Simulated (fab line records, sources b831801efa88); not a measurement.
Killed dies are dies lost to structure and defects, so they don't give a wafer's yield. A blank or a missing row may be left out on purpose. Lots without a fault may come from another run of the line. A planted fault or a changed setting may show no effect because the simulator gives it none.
fab line records | flow gf180mcu
record lots=5 wafers=15 last_day=34
route steps=602 shown V1@361 M2@362 V2@382
lots that met no fault: from a run of the same line without faults
start_h: hours from the record's first day to the start of the lot's first wafer shown | wait_h: hours since the lot's step before | " the same as in the row above | L1.1+2: a row that stands for several wafers | - no value, or no start given | * or withheld: withheld | < > ~ a bound
route shown NAME@n: a module of which the file shows steps, and the number in the route of the first | usual: mean/standard deviation of fault-free wafers | same: alike in all rows | chamber/n: place in a boat | sites: the reading at each site | _std_site: their standard deviation | _edge_site: outer sites' mean less inner sites' | radius_mm: how far each site lies from the wafer's centre | mask NAME#n: copy n | behind: the tool/chamber that last shaped the wafer | hold: why the lot was held/for how many hours/how that ended | device: the transistor (n, p or np) that didn't switch | end of line: the same wafers' tests at the end of the route | a step without rows: its recipe alone | killed: dies lost to structure and defects at the first sort, not the wafer's yield | map: a wafer's dies, x killed, . not, _ none there
set.NAME: the setting as run; set.NAME@STEP: as run at that earlier step | model.NAME: the simulator's own value behind a step, which no gauge read
lots at some steps of the route; a table a step, a row a wafer
services: from which hour (start_h, from the record's first day; less than 0 if before it) a tool's chamber was out of use, for how many hours, and why
## steps
# step GF_V1_CMP_26
# recipe stop_on=SiO2 down_force_psi=3.5 platen_rpm=60 t_overpolish_s=15 target_thk_nm=0 pad_velocity_m_s=0.94248
# usual edge_zone_pressure_frac=0.999/0.0049 motor_current_A=10.9/1.1 overpolish_run_s=15.001/0.0084 retaining_ring_pressure_frac=1.000/0.0052 time_to_endpoint_s=86/4.4
# columns lot.wafer tool chamber start_h wait_h edge_zone_pressure_frac motor_current_A overpolish_run_s retaining_ring_pressure_frac time_to_endpoint_s
L078.1 cmp-02 1 461.46 0.4 1.001 9.0 15.001 1.001 83
L078.4 " 2 " " 0.994 11.2 15.011 0.996 89
L078.5 " 1 " " 0.988 9.1 15.000 0.995 84
L080.1 cmp-02 0 471.29 0.1 0.993 10.3 14.997 1.000 78
L080.3 " 2 " " 0.997 11.9 15.009 0.998 87
L080.5 " 0 " " 1.003 10.7 15.004 0.991 81
L089.2 cmp-02 2 553.15 0.1 1.003 12.6 14.999 1.008 92
L089.1 " 0 " " 0.996 10.4 14.977 1.002 80
L089.6 " 2 " " 1.004 11.5 15.004 1.000 90
L090.4 cmp-02 1 556.24 0.0 1.000 9.5 14.989 1.004 83
L090.2 " 3 " " 0.992 10.8 14.999 0.999 92
L090.5 " 1 " " 0.997 9.9 14.992 0.997 82
L095.3 cmp-02 2 590.08 0.1 1.000 11.9 15.004 0.999 87
L095.4 " 1 " " 1.000 9.5 15.001 0.997 79
L095.5 " 2 " " 1.005 11.9 14.990 0.999 83
# step GF_M2_SPUTTER_00
# recipe material=Ti target_thk_nm=37.5 arriving_ion_energy_ev=80 substrate_temp_c=200 chamber_pressure_pa=2 power_w=4000 time_s=150
# usual throttle_valve_pct=30.4/1
# columns lot.wafer tool chamber start_h wait_h throttle_valve_pct
L078.1 pvd_sputter-03 - 461.71 0.2 30.1
L078.4 " - " " 28.9
L078.5 " - " " 30.9
L080.1 pvd_sputter-03 - 471.54 0.2 30.3
L080.3 " - " " 29.3
L080.5 " - " " 30.8
L089.1 pvd_sputter-03 - 553.40 0.1 28.9
L089.2 " - " " 30.3
L089.6 " - " " 30.2
L090.2 pvd_sputter-03 - 556.54 0.1 30.4
L090.4 " - " " 30.8
L090.5 " - " " 30.4
L095.3 pvd_sputter-02 - 590.38 0.2 30.2
L095.4 " - " " 31.6
L095.5 " - " " 31.4
# step GF_M2_SPUTTER_01
# recipe material=TiN target_thk_nm=30 power_w=6500 time_s=25 chamber_pressure_pa=0.4
# usual throttle_valve_pct=30.4/1.1
# columns lot.wafer tool chamber start_h wait_h throttle_valve_pct
L078.1 pvd_sputter-03 - 461.81 0.1 30.2
L078.4 " - " " 29.2
L078.5 " - " " 31.0
L080.1 pvd_sputter-03 - 471.64 0.1 30.7
L080.3 " - " " 29.1
L080.5 " - " " 30.9
L089.1 pvd_sputter-03 - 553.50 0.1 28.9
L089.2 " - " " 30.7
L089.6 " - " " 30.2
L090.2 pvd_sputter-03 - 556.64 0.1 30.1
L090.4 " - " " 30.6
L090.5 " - " " 30.4
L095.3 pvd_sputter-02 - 590.48 0.1 30.3
L095.4 " - " " 31.3
L095.5 " - " " 31.6
# step GF_M2_SPUTTER_02
# recipe material=AlCu target_thk_nm=450 power_w=10600 time_s=23.9 chamber_pressure_pa=0.4
# usual throttle_valve_pct=30.4/1
# columns lot.wafer tool chamber start_h wait_h throttle_valve_pct
L078.1 pvd_sputter-03 - 461.84 0.0 30.2
L078.4 " - " " 28.9
L078.5 " - " " 30.9
L080.1 pvd_sputter-03 - 471.67 0.0 30.4
L080.3 " - " " 29.1
L080.5 " - " " 31.0
L089.1 pvd_sputter-03 - 553.53 0.0 29.2
L089.2 " - " " 30.5
L089.6 " - " " 30.5
L090.2 pvd_sputter-03 - 556.67 0.0 30.3
L090.4 " - " " 30.7
L090.5 " - " " 30.2
L095.3 pvd_sputter-02 - 590.51 0.0 30.1
L095.4 " - " " 31.3
L095.5 " - " " 31.4
# step GF_M2_SPUTTER_03
# recipe material=Ti target_thk_nm=10 substrate_temp_c=300 chamber_pressure_pa=0.3 power_w=3000 time_s=6.7
# usual throttle_valve_pct=30.3/1.1
# columns lot.wafer tool chamber start_h wait_h throttle_valve_pct
L078.1 pvd_sputter-03 - 461.87 0.0 30.3
L078.4 " - " " 28.9
L078.5 " - " " 30.7
L080.1 pvd_sputter-03 - 471.70 0.0 30.4
L080.3 " - " " 29.3
L080.5 " - " " 30.8
L089.1 pvd_sputter-03 - 553.56 0.0 29.1
L089.2 " - " " 30.7
L089.6 " - " " 30.5
L090.2 pvd_sputter-03 - 556.70 0.0 30.3
L090.4 " - " " 31.1
L090.5 " - " " 30.3
L095.3 pvd_sputter-02 - 590.54 0.0 30.2
L095.4 " - " " 31.2
L095.5 " - " " 31.3
# step GF_M2_SPUTTER_04
# recipe material=TiN target_thk_nm=50 power_w=6500 time_s=41.7 chamber_pressure_pa=0.4
# usual throttle_valve_pct=30.4/1.1
# columns lot.wafer tool chamber start_h wait_h throttle_valve_pct
L078.1 pvd_sputter-03 - 461.89 0.0 30.2
L078.4 " - " " 28.8
L078.5 " - " " 31.2
L080.1 pvd_sputter-03 - 471.72 0.0 30.4
L080.3 " - " " 28.9
L080.5 " - " " 30.8
L089.1 pvd_sputter-03 - 553.58 0.0 29.0
L089.2 " - " " 30.3
L089.6 " - " " 30.3
L090.2 pvd_sputter-03 - 556.72 0.0 30.5
L090.4 " - " " 30.9
L090.5 " - " " 30.2
L095.3 pvd_sputter-02 - 590.56 0.0 30.3
L095.4 " - " " 31.5
L095.5 " - " " 31.4
# step GF_M2_RS_MEAS_05
# recipe thk_meas_gauge=four-point-probe reads=TiN_of_M2_SPUTTER_04+Ti_of_M2_SPUTTER_03+AlCu_of_M2_SPUTTER_02+TiN_of_M2_SPUTTER_01+Ti_of_M2_SPUTTER_00
# usual M2_ALCU_RS=0.0693/0.00071
# columns lot.wafer tool chamber start_h wait_h M2_ALCU_RS[ohm/sq]
L078.1 film_metro-04 - 461.93 0.0 0.0685
L078.4 " - " " 0.0686
L078.5 " - " " 0.0687
L080.1 film_metro-01 - 471.76 0.0 0.0679
L080.3 " - " " 0.0686
L080.5 " - " " 0.0691
L089.1 film_metro-03 - 553.62 0.0 0.0696
L089.2 " - " " 0.0692
L089.6 " - " " 0.0699
L090.2 film_metro-03 - 556.78 0.0 0.0685
L090.4 " - " " 0.0682
L090.5 " - " " 0.0683
L095.3 film_metro-03 - 590.64 0.1 0.0688
L095.4 " - " " 0.0687
L095.5 " - " " 0.0689
# step GF_M2_THK_MEAS_06
# recipe thk_meas_gauge=xrf reads=AlCu_of_M2_SPUTTER_02
# usual M2_ALCU_THK=450/5.4
# columns lot.wafer tool chamber start_h wait_h M2_ALCU_THK[nm]
L078.1 film_metro-04 - 462.05 0.1 450
L078.4 " - " " 449
L078.5 " - " " 445
L080.1 film_metro-01 - 471.88 0.1 461
L080.3 " - " " 453
L080.5 " - " " 450
L089.1 film_metro-03 - 553.74 0.1 450
L089.2 " - " " 449
L089.6 " - " " 445
L090.2 film_metro-03 - 556.89 0.1 457
L090.4 " - " " 458
L090.5 " - " " 455
L095.3 film_metro-03 - 590.74 0.1 457
L095.4 " - " " 456
L095.5 " - " " 455
# step GF_M2_DEHYDRATE_07
# recipe temp_c=200 time_s=60
# usual heater_power_total_W=160.38/0.13
# columns lot.wafer tool chamber start_h wait_h heater_power_total_W
L078.1 litho_track-02 0 472.98 10.9 160.38
L078.4 " 0 " " 160.51
L078.5 " 0 " " 160.40
L080.1 litho_track-04 0 483.35 11.5 160.48
L080.3 " 0 " " 160.15
L080.5 " 0 " " 160.33
L089.1 litho_track-04 0 564.00 10.2 160.11
L089.2 " 0 " " 160.25
L089.6 " 0 " " 160.47
L090.2 litho_track-02 0 566.85 10.0 160.27
L090.4 " 0 " " 160.53
L090.5 " 0 " " 160.55
L095.3 litho_track-02 0 600.63 9.9 160.23
L095.4 " 0 " " 160.58
L095.5 " 0 " " 160.48
# step GF_M2_HMDS_08
# recipe prime_time_s=60 prime_temp_c=120
# columns lot.wafer tool chamber start_h wait_h
L078.1+4+5 litho_track-02 0 473.13 0.1
L080.1+3+5 litho_track-04 0 483.50 0.1
L089.1+2+6 litho_track-04 0 564.15 0.1
L090.2+4+5 litho_track-02 0 567.00 0.1
L095.3+4+5 litho_track-02 0 600.78 0.1
# step GF_M2_COAT_09
# recipe resist=KrF spin_rpm=withheld resist_thk_nm=1000
# columns lot.wafer tool chamber start_h wait_h
L078.1+4+5 litho_track-02 0 473.28 0.1
L080.1+3+5 litho_track-04 0 483.65 0.1
L089.1+2+6 litho_track-04 0 564.30 0.1
L090.2+4+5 litho_track-02 0 567.15 0.1
L095.3+4+5 litho_track-02 0 600.93 0.1
# step GF_M2_SOFTBAKE_10
# recipe temp_c=130 time_s=60 resist=KrF
# usual heater_power_total_W=93.05/0.065
# columns lot.wafer tool chamber start_h wait_h heater_power_total_W
L078.1 litho_track-02 0 473.43 0.1 93.07
L078.4 " 0 " " 93.06
L078.5 " 0 " " 93.10
L080.1 litho_track-04 0 483.80 0.1 93.03
L080.3 " 0 " " 92.95
L080.5 " 0 " " 93.07
L089.1 litho_track-04 0 564.45 0.1 93.04
L089.2 " 0 " " 92.99
L089.6 " 0 " " 93.08
L090.2 litho_track-02 0 567.30 0.1 93.02
L090.4 " 0 " " 93.10
L090.5 " 0 " " 93.03
L095.3 litho_track-02 0 601.08 0.1 93.03
L095.4 " 0 " " 93.11
L095.5 " 0 " " 93.05
# step GF_M2_EXPOSE_11
# recipe mask_id=Metal2 target_cd_nm=280 na=0.68 source_shape=conventional sigma_outer=0.6 dose_mj=28
# same sigma_outer=0.6
# columns lot.wafer tool chamber start_h wait_h mask
L078.1+4+5 krf_scanner-02 0 - - Metal2#0
L080.1+3+5 krf_scanner-02 0 - - Metal2#0
L089.1+2+6 krf_scanner-01 0 - - Metal2#0
L090.2+4+5 krf_scanner-02 0 - - Metal2#0
L095.3+4+5 krf_scanner-02 0 - - Metal2#0
# step GF_M2_PEB_12
# recipe peb_temp_c=135 peb_time_s=90 resist=KrF
# usual heater_power_total_W=85.70/0.082
# columns lot.wafer tool chamber start_h wait_h heater_power_total_W
L078.1 litho_track-02 0 - - 85.67
L078.4 " 0 " " 85.59
L078.5 " 0 " " 85.73
L080.1 litho_track-02 0 - - 85.56
L080.3 " 0 " " 85.78
L080.5 " 0 " " 85.87
L089.1 litho_track-02 0 - - 85.73
L089.2 " 0 " " 85.80
L089.6 " 0 " " 85.78
L090.2 litho_track-02 0 - - 85.58
L090.4 " 0 " " 85.76
L090.5 " 0 " " 85.58
L095.3 litho_track-01 0 - - 85.63
L095.4 " 0 " " 85.78
L095.5 " 0 " " 85.56
# step GF_M2_DEVELOP_13
# recipe develop_time_s=60 dev_temp_c=21
# columns lot.wafer tool chamber start_h wait_h
L078.1+4+5 litho_track-02 0 485.83 0.2
L080.1+3+5 litho_track-02 0 495.28 0.2
L089.1+2+6 litho_track-02 0 575.78 0.2
L090.2+4+5 litho_track-02 0 578.30 0.2
L095.3+4+5 litho_track-01 0 611.40 0.1
# step GF_M2_CD_MEAS_14
# recipe target_cd_nm=280
# usual cd_nm=279.9/1
# columns lot.wafer tool chamber start_h wait_h cd_nm
L078.1 cd_sem-02 - 485.98 0.1 278.7
L078.4 " - " " 279.3
L078.5 " - " " 280.0
L080.1 cd_sem-02 - 495.43 0.1 280.6
L080.3 " - " " 279.8
L080.5 " - " " 279.0
L089.1 cd_sem-02 - 575.93 0.1 280.7
L089.2 " - " " 279.9
L089.6 " - " " 279.6
L090.2 cd_sem-01 - 578.45 0.1 280.3
L090.4 " - " " 280.9
L090.5 " - " " 280.7
L095.3 cd_sem-02 - 611.54 0.1 280.3
L095.4 " - " " 280.9
L095.5 " - " " 280.1
# step GF_M2_OVL_MEAS_15
# usual M2_OVL=-1/5.9
# columns lot.wafer tool chamber start_h wait_h M2_OVL[nm]
L078.1 overlay-01 - 486.10 0.1 -4
L078.4 " - " " -2
L078.5 " - " " 2
L080.1 overlay-02 - 495.55 0.1 -1
L080.3 " - " " 2
L080.5 " - " " -2
L089.1 overlay-01 - 576.05 0.1 3
L089.2 " - " " 1
L089.6 " - " " 1
L090.2 overlay-01 - 578.55 0.1 -1
L090.4 " - " " 7
L090.5 " - " " 1
L095.3 overlay-01 - 611.63 0.1 -11
L095.4 " - " " -8
L095.5 " - " " -7
# step GF_M2_METAL_ETCH_16
# recipe chemistry=Cl2/BCl3 mask_material=KrF target_depth_nm=750.8 stop_on=SiO2 pressure_mtorr=8 icp_w=800 bias_w=140 Cl2_flow_sccm=80 bcl3_flow_sccm=40 time_s=125.1
# usual bcl3_flow_sccm=40.01/0.11 drypump_motor_current_A=5.92/0.29 oes_product_au=0.991/0.0062 rf_fwd_power_W=796.4/2.7 throttle_valve_pct=28.229/0.0098
# columns lot.wafer tool chamber start_h wait_h bcl3_flow_sccm drypump_motor_current_A oes_product_au rf_fwd_power_W rf_hours_counter_h throttle_valve_pct
L078.1 rie_metal-02 1 486.13 0.0 39.92 6.02 0.973 795.3 10 28.234
L078.4 " 0 " " 39.72 5.54 0.995 793.3 - 28.236
L078.5 " 1 " " 39.99 6.01 0.994 797.7 - 28.231
L080.1 rie_metal-01 1 495.58 0.0 39.96 6.45 0.992 791.0 0 28.207
L080.3 " 1 " " 40.07 6.42 0.996 793.5 - 28.231
L080.5 " 1 " " 39.99 6.42 0.998 796.0 - 28.236
L089.1 rie_metal-03 1 576.08 0.0 40.06 5.68 0.996 795.2 9 28.225
L089.2 " 0 " " 40.10 5.83 0.981 788.3 7 28.237
L089.6 " 0 " " 39.93 5.82 0.990 793.7 - 28.224
L090.2 rie_metal-01 0 578.58 0.0 39.96 6.02 0.991 795.5 1 28.229
L090.4 " 0 " " 39.91 6.02 0.989 797.3 - 28.217
L090.5 " 0 " " 39.88 6.04 0.992 793.8 - 28.226
L095.3 rie_metal-03 0 611.70 0.1 39.87 5.80 0.989 797.7 - 28.235
L095.4 " 1 " " 40.04 5.66 1.001 798.7 - 28.212
L095.5 " 1 " " 40.12 5.66 0.992 795.4 - 28.220
# step GF_M2_STRIP_17
# recipe chemistry=O2/N2 power_w=1400 pressure_mtorr=1500 platen_temp_c=250 o2_flow_sccm=3000 n2_flow_sccm=300 overash_fraction=0.5
# usual drypump_motor_current_A=5.7/0.55 heater_power_w=328/13 oes_product_au=0.537/0.0045 strip_time_to_endpoint_s=7.37/0.047
# columns lot.wafer tool chamber start_h wait_h drypump_motor_current_A heater_power_w oes_product_au rf_hours_counter_h strip_time_to_endpoint_s
L078.1 plasma_asher-03 1 486.26 0.1 6.5 338 0.540 69 7.40
L078.4 " 1 " " 6.6 332 0.533 - 7.31
L078.5 " 1 " " 6.6 328 0.539 - 7.43
L080.1 plasma_asher-02 0 495.71 0.1 6.6 318 0.533 6 7.38
L080.3 " 1 " " 5.5 306 0.540 - 7.34
L080.5 " 1 " " 5.5 308 0.537 - 7.39
L089.1 plasma_asher-01 0 576.21 0.1 5.3 316 0.538 51 7.28
L089.2 " 1 " " 5.3 347 0.544 51 7.44
L089.6 " 1 " " 5.3 342 0.531 - 7.37
L090.2 plasma_asher-03 1 578.71 0.1 6.6 331 0.542 80 7.40
L090.4 " 0 " " 5.5 331 0.539 - 7.37
L090.5 " 1 " " 6.6 334 0.541 - 7.37
L095.3 plasma_asher-02 0 611.82 0.1 6.6 314 0.543 - 7.40
L095.4 " 1 " " 5.5 303 0.533 - 7.28
L095.5 " 0 " " 6.6 315 0.541 - 7.32
# step GF_M2_STRIP_18
# recipe chemistry=post_etch_residue_remover time_s=1200 temp_c=72.5
# columns lot.wafer tool chamber start_h wait_h
L078.1+4+5 wet_bench-03 0 486.36 0.1
L080.1+3+5 wet_bench-01 3 495.81 0.1
L089.1+2+6 wet_bench-03 3 576.31 0.1
L090.2+4+5 wet_bench-03 2 578.81 0.1
L095.3+4+5 wet_bench-03 3 611.89 0.0
# step GF_M2_CLEAN_19
# recipe chemistry=DIW dry=n2_spin
# columns lot.wafer tool chamber start_h wait_h
L078.1+4+5 wet_bench-01 0 486.70 0.0
L080.1+3+5 wet_bench-02 2 496.15 0.0
L089.1+2+6 wet_bench-02 3 576.68 0.0
L090.2+4+5 wet_bench-01 2 579.15 0.0
L095.3+4+5 wet_bench-01 3 612.26 0.0
# step GF_V2_CVD_00
# recipe material=SiO2 target_thk_nm=600 sigma_open_frac=0.3 temp_c=400 time_s=100 sih4_flow_sccm=60 pressure_mtorr=6
# columns lot.wafer tool chamber start_h wait_h
L078.1+4+5 hdpcvd-02 1,0,2 486.80 0.0
L080.1+3+5 hdpcvd-02 2,1,0 496.25 0.0
L089.1+2+6 hdpcvd-02 1,0,2 576.87 0.0
L090.2+4+5 hdpcvd-02 0,0,1 579.24 0.0
L095.3+4+5 hdpcvd-01 0,2,1 612.35 0.0
# step GF_V2_THK_MEAS_01
# recipe reads=SiO2_of_V2_CVD_00
# usual V2_CVD_00_THK=602/6.1
# columns lot.wafer tool chamber start_h wait_h V2_CVD_00_THK[nm]
L078.1 film_metro-02 - 486.87 0.0 599
L078.4 " - " " 612
L078.5 " - " " 597
L080.1 film_metro-03 - 496.33 0.0 595
L080.3 " - " " 593
L080.5 " - " " 598
L089.1 film_metro-02 - 576.94 0.0 599
L089.2 " - " " 603
L089.6 " - " " 617
L090.2 film_metro-04 - 579.33 0.0 600
L090.4 " - " " 608
L090.5 " - " " 606
L095.3 film_metro-02 - 612.49 0.1 596
L095.4 " - " " 599
L095.5 " - " " 600
# step GF_V2_CVD_02
# recipe material=SiO2 target_thk_nm=850 precursor=TEOS temp_c=400 time_s=94.851 rf_w=600
# usual heater_power_w=660/100 rf_fwd_power_W=596.0/2
# columns lot.wafer tool chamber start_h wait_h heater_power_w rf_fwd_power_W
L078.1 pecvd-01 0 486.93 0.1 664 595.9
L078.4 " 2 " " 559 596.4
L078.5 " 1 " " 613 594.1
L080.1 pecvd-03 1 496.39 0.1 697 594.8
L080.3 " 0 " " 705 595.8
L080.5 " 0 " " 768 594.3
L089.1 pecvd-03 0 577.00 0.1 755 596.6
L089.2 " 1 " " 717 596.6
L089.6 " 1 " " 752 592.1
L090.2 pecvd-04 2 579.38 0.0 605 595.7
L090.4 " 2 " " 638 598.7
L090.5 " 0 " " 549 598.1
L095.3 pecvd-03 2 612.53 0.0 812 595.8
L095.4 " 0 " " 674 596.7
L095.5 " 2 " " 835 597.5
# step GF_V2_THK_MEAS_03
# recipe reads=SiO2_of_V2_CVD_02
# usual V2_CVD_02_THK=847/12
# columns lot.wafer tool chamber start_h wait_h V2_CVD_02_THK[nm]
L078.1 film_metro-02 - 487.00 0.0 816
L078.4 " - " " 844
L078.5 " - " " 842
L080.1 film_metro-02 - 496.46 0.0 840
L080.3 " - " " 849
L080.5 " - " " 864
L089.1 film_metro-02 - 577.07 0.0 844
L089.2 " - " " 835
L089.6 " - " " 850
L090.2 film_metro-04 - 579.46 0.0 841
L090.4 " - " " 850
L090.5 " - " " 857
L095.3 film_metro-04 - 612.62 0.1 830
L095.4 " - " " 852
L095.5 " - " " 843
# step GF_V2_CMP_04
# recipe material=SiO2 down_force_psi=4 platen_rpm=60 pad_velocity_m_s=0.94248
# usual edge_zone_pressure_frac=1.000/0.0047 motor_current_A=11.7/1.1 retaining_ring_pressure_frac=1.000/0.0052 time_to_endpoint_s=80/6.5
# columns lot.wafer tool chamber start_h wait_h edge_zone_pressure_frac motor_current_A retaining_ring_pressure_frac time_to_endpoint_s
L078.1 cmp-02 1 487.30 0.3 1.003 10.5 0.997 65
L078.4 " 2 " " 1.005 13.2 1.002 77
L078.5 " 3 " " 1.002 11.4 1.015 79
L080.1 cmp-02 2 496.57 0.1 1.000 13.1 1.004 79
L080.3 " 0 " " 0.999 11.3 1.007 71
L080.5 " 1 " " 1.005 10.4 0.997 83
L089.1 cmp-01 2 577.24 0.2 0.999 11.4 1.006 80
L089.2 " 3 " " 1.002 10.4 0.998 77
L089.6 " 2 " " 1.002 10.7 1.008 84
L090.2 cmp-01 2 579.51 0.0 0.991 10.8 1.003 85
L090.4 " 3 " " 0.993 10.3 0.998 83
L090.5 " 2 " " 0.991 12.2 0.989 88
L095.3 cmp-02 2 612.66 0.0 1.003 13.4 0.993 76
L095.4 " 1 " " 1.002 10.1 0.997 77
L095.5 " 3 " " 0.996 11.8 0.998 85
# step GF_V2_BOW_MEAS_05
# recipe mode=bow
# usual V2_BOW=99/8.3
# columns lot.wafer tool chamber start_h wait_h V2_BOW[um]
L078.1 film_metro-04 - 487.50 0.1 110
L078.4 " - " " 106
L078.5 " - " " 86
L080.1 film_metro-02 - 496.82 0.2 104
L080.3 " - " " 93
L080.5 " - " " 95
L089.1 film_metro-02 - 577.54 0.2 99
L089.2 " - " " 97
L089.6 " - " " 103
L090.2 film_metro-04 - 579.83 0.3 100
L090.4 " - " " 95
L090.5 " - " " 95
L095.3 film_metro-03 - 613.00 0.3 92
L095.4 " - " " 93
L095.5 " - " " 89
# step GF_V2_DEHYDRATE_06
# recipe temp_c=200 time_s=60
# usual heater_power_total_W=160.36/0.12
# columns lot.wafer tool chamber start_h wait_h heater_power_total_W
L078.1 litho_track-01 0 498.50 11.0 160.24
L078.4 " 0 " " 160.26
L078.5 " 0 " " 160.50
L080.1 litho_track-02 0 508.48 11.6 160.49
L080.3 " 0 " " 160.31
L080.5 " 0 " " 160.53
L089.1 litho_track-02 0 587.73 10.2 160.48
L089.2 " 0 " " 160.34
L089.6 " 0 " " 160.18
L090.2 litho_track-02 0 589.40 9.6 160.57
L090.4 " 0 " " 160.37
L090.5 " 0 " " 160.32
L095.3 litho_track-02 0 622.83 9.8 160.41
L095.4 " 0 " " 160.32
L095.5 " 0 " " 160.45
# step GF_V2_HMDS_07
# recipe prime_time_s=60 prime_temp_c=120
# columns lot.wafer tool chamber start_h wait_h
L078.1+4+5 litho_track-01 0 498.65 0.1
L080.1+3+5 litho_track-02 0 508.63 0.1
L089.1+2+6 litho_track-02 0 587.88 0.1
L090.2+4+5 litho_track-02 0 589.55 0.1
L095.3+4+5 litho_track-02 0 622.98 0.1
# step GF_V2_COAT_08
# recipe resist=BARC temp_c=withheld time_s=withheld spin_rpm=withheld resist_thk_nm=withheld
# columns lot.wafer tool chamber start_h wait_h
L078.1+4+5 litho_track-01 0 498.80 0.1
L080.1+3+5 litho_track-02 0 508.78 0.1
L089.1+2+6 litho_track-02 0 588.03 0.1
L090.2+4+5 litho_track-02 0 589.70 0.1
L095.3+4+5 litho_track-02 0 623.13 0.1
# step GF_V2_COAT_09
# recipe resist=KrF spin_rpm=withheld resist_thk_nm=1000
# columns lot.wafer tool chamber start_h wait_h
L078.1+4+5 litho_track-01 0 - -
L080.1+3+5 litho_track-02 0 - -
L089.1+2+6 litho_track-02 0 - -
L090.2+4+5 litho_track-02 0 - -
L095.3+4+5 litho_track-02 0 - -
# step GF_V2_SOFTBAKE_10
# recipe temp_c=130 time_s=60 resist=KrF
# usual heater_power_total_W=93.04/0.056
# columns lot.wafer tool chamber start_h wait_h heater_power_total_W
L078.1 litho_track-01 0 - - 92.95
L078.4 " 0 " " 92.94
L078.5 " 0 " " 93.10
L080.1 litho_track-02 0 - - 93.04
L080.3 " 0 " " 93.07
L080.5 " 0 " " 93.11
L089.1 litho_track-02 0 - - 93.03
L089.2 " 0 " " 93.05
L089.6 " 0 " " 93.07
L090.2 litho_track-02 0 - - 93.06
L090.4 " 0 " " 93.07
L090.5 " 0 " " 93.02
L095.3 litho_track-02 0 - - 93.06
L095.4 " 0 " " 93.05
L095.5 " 0 " " 93.08
# step GF_V2_EXPOSE_11
# recipe mask_id=Via2 target_cd_nm=260 na=0.68 source_shape=conventional sigma_outer=0.6 dose_mj=38
# same sigma_outer=0.6
# columns lot.wafer tool chamber start_h wait_h mask
L078.1+4+5 krf_scanner-02 0 - - Via2#0
L080.1+3+5 krf_scanner-01 0 - - Via2#0
L089.1+2+6 krf_scanner-01 0 - - Via2#0
L090.2+4+5 krf_scanner-02 0 - - Via2#0
L095.3+4+5 krf_scanner-01 0 - - Via2#0
# step GF_V2_PEB_12
# recipe peb_temp_c=135 peb_time_s=90 resist=KrF
# usual heater_power_total_W=85.70/0.088
# columns lot.wafer tool chamber start_h wait_h heater_power_total_W
L078.1 litho_track-01 0 - - 85.64
L078.4 " 0 " " 85.70
L078.5 " 0 " " 85.70
L080.1 litho_track-02 0 - - 85.85
L080.3 " 0 " " 85.67
L080.5 " 0 " " 85.67
L089.1 litho_track-03 0 - - 85.66
L089.2 " 0 " " 85.56
L089.6 " 0 " " 85.58
L090.2 litho_track-03 0 - - 85.83
L090.4 " 0 " " 85.60
L090.5 " 0 " " 85.79
L095.3 litho_track-01 0 - - 85.64
L095.4 " 0 " " 85.68
L095.5 " 0 " " 85.82
# step GF_V2_DEVELOP_13
# recipe develop_time_s=60 resist=KrF dev_temp_c=21
# columns lot.wafer tool chamber start_h wait_h
L078.1+4+5 litho_track-01 0 510.75 0.2
L080.1+3+5 litho_track-02 0 520.58 0.2
L089.1+2+6 litho_track-03 0 599.43 0.2
L090.2+4+5 litho_track-03 0 600.41 0.2
L095.3+4+5 litho_track-01 0 633.20 0.1
# step GF_V2_CD_MEAS_14
# recipe target_cd_nm=260
# usual cd_nm=260.2/1.3
# columns lot.wafer tool chamber start_h wait_h cd_nm
L078.1 cd_sem-01 - 510.90 0.1 261.8
L078.4 " - " " 262.5
L078.5 " - " " 261.9
L080.1 cd_sem-01 - 520.73 0.1 259.8
L080.3 " - " " 258.1
L080.5 " - " " 258.3
L089.1 cd_sem-02 - 599.58 0.1 261.3
L089.2 " - " " 261.2
L089.6 " - " " 261.4
L090.2 cd_sem-01 - 600.55 0.1 258.3
L090.4 " - " " 258.5
L090.5 " - " " 260.2
L095.3 cd_sem-02 - 633.34 0.1 261.7
L095.4 " - " " 261.3
L095.5 " - " " 261.7
# step GF_V2_OVL_MEAS_15
# usual V2_OVL=-2/5.7
# columns lot.wafer tool chamber start_h wait_h V2_OVL[nm]
L078.1 overlay-01 - 511.02 0.1 -9
L078.4 " - " " -12
L078.5 " - " " -16
L080.1 overlay-02 - 520.85 0.1 1
L080.3 " - " " 0
L080.5 " - " " -1
L089.1 overlay-02 - 599.70 0.1 1
L089.2 " - " " 7
L089.6 " - " " 10
L090.2 overlay-02 - 600.66 0.1 -6
L090.4 " - " " -3
L090.5 " - " " -13
L095.3 overlay-01 - 633.43 0.1 -12
L095.4 " - " " -11
L095.5 " - " " -2
# step GF_V2_ETCH_16
# recipe chemistry=N2/H2 target_depth_a=withheld overetch_a=withheld time_s=withheld target=BARC ion_energy_ev=200 source_w=500 bias_w=100 pressure_mtorr=30 n2_flow_sccm=100 h2_flow_sccm=200
# usual drypump_motor_current_A=5.8/0.43 oes_product_au=0.854/0.005 rf_fwd_power_W=494.9/2.2 throttle_valve_pct=13.226/0.0088
# columns lot.wafer tool chamber start_h wait_h drypump_motor_current_A oes_product_au rf_fwd_power_W throttle_valve_pct
L078.1 rie_diel-04 3 511.06 0.0 5.7 0.847 493.8 13.242
L078.4 " 0 " " 5.7 0.859 495.9 13.232
L078.5 " 2 " " 6.3 0.861 489.7 13.224
L080.1 rie_diel-01 0 520.88 0.0 6.5 0.851 496.1 13.231
L080.3 " 1 " " 6.0 0.852 496.9 13.225
L080.5 " 0 " " 6.5 0.858 494.7 13.236
L089.1 rie_diel-02 0 599.74 0.0 5.0 0.858 493.1 13.222
L089.2 " 1 " " 5.6 0.857 493.4 13.234
L089.6 " 1 " " 5.7 0.862 494.2 13.225
L090.2 rie_diel-01 3 600.69 0.0 5.6 0.846 495.8 13.244
L090.4 " 0 " " 6.5 0.859 494.9 13.225
L090.5 " 3 " " 5.7 0.854 498.0 13.228
L095.3 rie_diel-02 0 633.46 0.0 5.0 0.853 492.2 13.226
L095.4 " 2 " " 5.9 0.854 494.1 13.211
L095.5 " 0 " " 5.1 0.862 494.6 13.232
## services
# columns tool chamber start_h hours kind
krf_scanner-01 - 445.87 1.0 pm
rie_diel-02 2 449.01 6.3 repair
pecvd-03 - 466.07 1.6 repair
pvd_sputter-02 - 469.09 4.3 repair
krf_scanner-02 - 470.83 0.8 pm
krf_scanner-02 - 471.60 0.5 repair
krf_scanner-02 - 484.12 1.0 pm
krf_scanner-01 - 506.46 1.3 pm
pvd_sputter-02 - 507.41 1.7 repair
krf_scanner-01 - 519.57 0.8 pm
cmp-02 - 530.30 14.0 pm
pecvd-03 - 538.32 3.8 repair
krf_scanner-02 - 548.17 1.3 pm
krf_scanner-01 - 554.93 1.1 repair
krf_scanner-01 - 555.27 0.7 repair
pvd_sputter-02 - 555.71 0.6 repair
cmp-02 - 557.69 6.6 pm
krf_scanner-02 - 561.99 3.6 pm
cmp-02 - 564.62 0.3 repair
cmp-02 - 572.22 4.0 pm
cmp-02 - 573.43 4.2 repair
pvd_sputter-03 - 577.76 1.9 repair
cmp-02 - 584.12 2.1 repair
krf_scanner-01 - 614.87 1.0 pm
## key
fault none
